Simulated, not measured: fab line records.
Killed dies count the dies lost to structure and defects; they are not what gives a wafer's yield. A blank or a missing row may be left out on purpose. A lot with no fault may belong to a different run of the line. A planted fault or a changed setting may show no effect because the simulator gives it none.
Chamber matching | flow gf180mcu | GF_STI_ETCH_14 on rie si-01 has 4 sister chambers
The step etches Si in HBr/Cl2/O2, target depth 360 nm, time 102.9 s. 27 wafers are shown with their chamber, then 12 later ones without.

## WAFERS WITH THEIR CHAMBER
wafer  | chamber | drypump motor current A (A) | oes product au (a.u.) | throttle valve pct (%)
L077.2 | 2       | 5.2                         | 0.981                 | 25.674
L077.4 | 3       | 5.2                         | 0.985                 | 25.668
L077.5 | 2       | 5.3                         | 0.984                 | 25.675
L079.2 | 3       | 5.2                         | 0.987                 | 25.665
L079.4 | 1       | 5.3                         | 0.997                 | 25.653
L079.6 | 0       | 4.9                         | 1.001                 | 25.660
L083.2 | 1       | 5.3                         | 0.997                 | 25.649
L083.5 | 0       | 4.9                         | 1.007                 | 25.662
L083.6 | 1       | 5.3                         | 0.992                 | 25.659
L084.1 | 3       | 5.2                         | 0.997                 | 25.668
L084.4 | 2       | 5.2                         | 0.979                 | 25.686
L084.5 | 3       | 5.2                         | 0.992                 | 25.674
L085.3 | 3       | 5.2                         | 0.995                 | 25.667
L085.4 | 1       | 5.3                         | 0.986                 | 25.674
L085.6 | 3       | 5.2                         | 0.992                 | 25.680
L086.2 | 3       | 5.2                         | 0.989                 | 25.661
L086.3 | 0       | 4.9                         | 1.011                 | 25.643
L086.6 | 2       | 5.2                         | 0.977                 | 25.652
L087.2 | 3       | 5.2                         | 0.994                 | 25.660
L087.3 | 2       | 5.2                         | 0.986                 | 25.654
L087.4 | 0       | 4.9                         | 1.013                 | 25.641
L088.1 | 2       | 5.2                         | 0.983                 | 25.654
L088.2 | 1       | 5.3                         | 0.989                 | 25.666
L088.5 | 0       | 4.9                         | 1.013                 | 25.649
L091.1 | 1       | 5.3                         | 0.984                 | 25.651
L091.2 | 0       | 4.8                         | 1.003                 | 25.645
L091.6 | 1       | 5.3                         | 1.006                 | 25.661

SIGNATURES (means of the wafers above)
reading                 | chamber 0 | chamber 1 | chamber 2 | chamber 3 | scatter within a chamber
drypump motor current A | 4.883     | 5.300     | 5.217     | 5.200     | 0.0269
oes product au          | 1.00800   | 0.99300   | 0.98167   | 0.99138   | 0.00534
throttle valve pct      | 25.65000  | 25.65900  | 25.66583  | 25.66787  | 0.0098
Rule: for each reading, subtract the chamber's mean from the wafer's reading, divide by that reading's scatter and square the result; add these up over the readings and take the root, which gives the wafer's distance from the chamber. If the next closest chamber is less than 2 further off than the closest, the wafer can't be placed; otherwise it belongs to the closest. The scatter: take each reading less its chamber's mean, square it, sum over the shown wafers, divide by the number of wafers less the number of chambers, and take the root.

## WAFERS WHOSE CHAMBER IS MISSING
wafer  | drypump motor current A (A) | oes product au (a.u.) | throttle valve pct (%)
L092.4 | 4.9                         | 1.013                 | 25.656
L092.5 | 5.3                         | 0.982                 | 25.654
L092.6 | 4.9                         | 1.002                 | 25.660
L093.2 | 5.1                         | 0.980                 | 25.673
L093.3 | 4.9                         | 1.010                 | 25.642
L093.5 | 4.9                         | 1.015                 | 25.650
L094.2 | 5.2                         | 0.986                 | 25.666
L094.4 | 5.3                         | 1.001                 | 25.657
L094.6 | 4.9                         | 1.007                 | 25.645
L097.3 | 5.1                         | 0.983                 | 25.665
L097.4 | 5.3                         | 0.994                 | 25.657
L097.6 | 5.3                         | 1.001                 | 25.675

## EACH ONE'S CHAMBER
wafer  | from the rows above     | in truth
L092.4 | 0                       | 0
L092.5 | can't be placed: 1 or 2 | 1
L092.6 | 0                       | 0
L093.2 | can't be placed: 3 or 2 | 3
L093.3 | 0                       | 0
L093.5 | 0                       | 0
L094.2 | can't be placed: 2 or 3 | 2
L094.4 | 1                       | 1
L094.6 | 0                       | 0
L097.3 | can't be placed: 3 or 2 | 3
L097.4 | 1                       | 1
L097.6 | can't be placed: 1 or 3 | 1
7 of 12 placed correctly. Can't be placed from these rows: 5 (the true chamber is among the candidates in 5). Wrongly placed: 0.
